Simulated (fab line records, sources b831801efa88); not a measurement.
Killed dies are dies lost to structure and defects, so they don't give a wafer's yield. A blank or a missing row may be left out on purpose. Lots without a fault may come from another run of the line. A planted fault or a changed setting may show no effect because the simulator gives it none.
Which tool did it? | flow gf180mcu | 6 lots, 18 wafers sampled, at 1 step of a route of 602

WHAT THE GAUGES READ, wafer by wafer
GF_M1_THK_MEAS_06: measures by xrf.
lot  | measured     | on            | M1_ALCU_THK (nm)
L830 | day 16 12:37 | film_metro-03 | 449 446 446
L836 | day 18 21:34 | film_metro-03 | 436 436 442
L840 | day 21 07:13 | film_metro-01 | 447 444 446
L845 | day 22 13:35 | film_metro-03 | 439 440 440
L848 | day 23 03:04 | film_metro-04 | 451 453 450
L850 | day 23 23:38 | film_metro-03 | 439 436 442

WHICH TOOL RAN EACH LOT (tool, then ch and the chambers of the sampled wafers, then the start)
The record holds no process step before these readings.

THE ANSWER, worked out from the rows above alone
Rule: what is usual is taken from the lots themselves. Put in order of their means at a reading, lots are off if they are a third of the lots or fewer, leave a main group of 4 or more, and stand apart from it by a gap of 3 or more times the standard deviation of the main group's means; of several such gaps the widest counts. A main group whose means are all the same, to the digits that the tables above print for the reading, isn't used. A lot without any number at a reading at which 4 lots or more have one is off too. The other lots that the step has rows for count as sound.
No lot is off at any reading shown: from this, nothing can be told.

WHAT THE SIMULATOR HAD PUT IN
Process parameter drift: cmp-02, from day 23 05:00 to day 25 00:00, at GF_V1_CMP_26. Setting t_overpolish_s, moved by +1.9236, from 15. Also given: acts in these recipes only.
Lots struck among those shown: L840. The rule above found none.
